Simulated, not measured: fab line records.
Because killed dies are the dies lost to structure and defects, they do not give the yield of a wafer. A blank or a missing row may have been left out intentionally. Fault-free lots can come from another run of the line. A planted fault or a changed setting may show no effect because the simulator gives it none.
The tool behind it: which one? -- flow gf180mcu -- Sampling: 12 lots, 36 wafers, 4 of 602 route steps

== WHAT THE GAUGES SHOWED, per wafer ==
GF_MVPSD_OVL_MEAS_07.
lot,measured,on,MVPSD_OVL (nm)
L719,day 5 18:37,overlay-01,-0.8 -1.3 -0.2
L720,day 5 23:25,overlay-02,1.6 1.9 1.8
L722,day 6 11:06,overlay-02,1.1 0.6 0.4
L723,day 6 17:32,overlay-01,0.4 0.6 1.8
L724,day 7 01:34,overlay-02,1.8 1.1 1.6
L725,day 7 12:25,overlay-02,-0.5 -1.2 -1.6
L727,day 7 21:02,overlay-01,-0.4 0.6 -0.6
L728,day 8 03:15,overlay-01,0.8 2.2 2.5
L729,day 8 07:22,overlay-01,1.1 -1.3 -1.6
L735,day 9 17:39,overlay-01,-2.6 -1.7 -0.1
L736,day 9 22:27,overlay-01,0.5 -1.4 0.4
L737,day 10 12:37,overlay-02,0.4 3.5 1.7

GF_DUAL_GATE_THK_MEAS_03.
lot,measured,on,DUAL_GATE_OXIDATION_00_THK (nm)
L719,day 8 11:26,film_metro-04,10.76 11.02 10.85
L720,day 8 17:41,film_metro-02,10.75 10.73 10.75
L722,day 9 06:52,film_metro-01,10.78 10.78 10.71
L723,day 9 14:44,film_metro-04,11.13 11.14 11.04
L724,day 9 23:40,film_metro-04,11.01 10.81 10.87
L725,day 10 10:15,film_metro-02,10.78 10.88 10.71
L727,day 10 19:20,film_metro-04,10.60 10.80 10.96
L728,day 11 03:07,film_metro-04,10.77 10.80 11.07
L729,day 11 08:34,film_metro-01,11.04 11.03 11.04
L735,day 13 01:39,film_metro-01,16.86 16.82 17.00 16.90 16.82 16.98
L736,day 13 04:46,film_metro-01,17.00 17.00 17.11 16.89 17.01 17.04
L737,day 13 21:28,film_metro-04,17.16 17.16 16.92 17.08 17.15 16.87

== TOOL THAT RAN EACH LOT (tool first, then ch and the chambers of the sampled wafers, then the start) ==
lot,GF_VT_IMPLANT_STRIP_42,GF_DUAL_GATE_OXIDATION_02
L719,"plasma_asher-02 ch 0,1, day 8 08:49","furnace-01 ch 0, day 8 09:59"
L720,"plasma_asher-01 ch 0,1, day 8 15:15","furnace-01 ch 0, day 8 16:14"
L722,"plasma_asher-02 ch 1, day 9 03:28","furnace-02 ch 0, day 9 05:24"
L723,"plasma_asher-03 ch 0,1, day 9 12:17","furnace-01 ch 0, day 9 13:16"
L724,"plasma_asher-01 ch 0,1, day 9 21:10","furnace-01 ch 0, day 9 22:13"
L725,"plasma_asher-03 ch 0,1, day 10 07:14","furnace-01 ch 0, day 10 08:47"
L727,"plasma_asher-03 ch 0,1, day 10 16:23","furnace-02 ch 0, day 10 17:52"
L728,"plasma_asher-03 ch 0,1, day 11 00:41","furnace-02 ch 0, day 11 01:40"
L729,"plasma_asher-02 ch 0,1, day 11 06:08","furnace-02 ch 0, day 11 07:07"
L735,"plasma_asher-02 ch 0,1, day 12 20:45","furnace-01 ch 0, day 13 00:12"
L736,"plasma_asher-01 ch 0,1, day 13 02:09","furnace-01 ch 0, day 13 03:19"
L737,"plasma_asher-03 ch 0,1, day 13 18:32","furnace-01 ch 0, day 13 20:01"
- GF_VT_IMPLANT_STRIP_42: strips in O2/N2.
- GF_DUAL_GATE_OXIDATION_02: stabilise 600 s, purge 300 s, target thk 10.887 nm.

== WHAT THE TOOLS THEMSELVES READ (means of the sampled wafers that have a number; where no wafer has one, the mark that the record gives instead) ==
GF_VT_IMPLANT_STRIP_42.
lot,tool,drypump_motor_current_A (A),heater_power_w (W),oes_product_au (a.u.),strip_time_to_endpoint_s (s)
L719,plasma_asher-02,5.99,313,0.717,12.60
L720,plasma_asher-01,6.09,326,0.716,12.62
L722,plasma_asher-02,5.96,360,0.719,12.68
L723,plasma_asher-03,5.46,347,0.714,12.63
L724,plasma_asher-01,6.09,326,0.717,12.62
L725,plasma_asher-03,5.45,346,0.718,12.64
L727,plasma_asher-03,5.46,323,0.713,12.66
L728,plasma_asher-03,5.45,349,0.716,12.63
L729,plasma_asher-02,6.01,307,0.717,12.63
L735,plasma_asher-02,5.98,330,0.716,12.60
L736,plasma_asher-01,6.06,319,0.717,12.58
L737,plasma_asher-03,5.47,353,0.715,12.61

GF_DUAL_GATE_OXIDATION_02.
lot,tool,spike_tc_centre_C (C),zone_power_lower_pct (%)
L719,furnace-01,901.2,18.0
L720,furnace-01,899.3,18.2
L722,furnace-02,901.6,17.0
L723,furnace-01,899.9,18.1
L724,furnace-01,898.4,18.0
L725,furnace-01,900.1,18.0
L727,furnace-02,901.6,16.9
L728,furnace-02,901.1,17.0
L729,furnace-02,900.9,17.0
L735,furnace-01,899.3,18.0
L736,furnace-01,901.1,17.9
L737,furnace-01,899.7,18.2

== THE ANSWER, worked out from the rows above alone ==
Rule: the usual values come from the lots themselves. Put in order of their means at a reading, lots are off if they are a third of the lots or fewer, leave a main group of 4 or more, and stand apart from it by a gap of 3 or more times the standard deviation of the main group's means; of several such gaps the widest counts. The tables above print the reading to a certain number of digits; a main group whose means all agree to those digits is not used. Also off: a lot with no number at a reading for which 4 or more lots have one. All remaining lots with rows at the step are treated as sound. First the gauges in route order, then the tools' own readings, where a lot's mean is used as printed above. The first step at which some lot is off is used, and at that step the reading that is off furthest; a lot without a number counts as furthest.
Off: at GF_DUAL_GATE_THK_MEAS_03 (DUAL_GATE_OXIDATION_00_THK), L735, L736, L737. The main group has a mean of 10.87 nm with a standard deviation of 0.12.
If a tool, at a process step before that reading, ran all the lots that are off and no sound lot after the first of them, it fits. Gauges at GF_DUAL_GATE_THK_MEAS_03: tried the same way as those tools. One fits: furnace-01 at GF_DUAL_GATE_OXIDATION_02. A fault onset in the window from L725 (day 10 08:47, its last sound lot) to L735 (day 13 00:12, its first lot off) fits.

== WHAT THE SIMULATOR HAD PUT IN ==
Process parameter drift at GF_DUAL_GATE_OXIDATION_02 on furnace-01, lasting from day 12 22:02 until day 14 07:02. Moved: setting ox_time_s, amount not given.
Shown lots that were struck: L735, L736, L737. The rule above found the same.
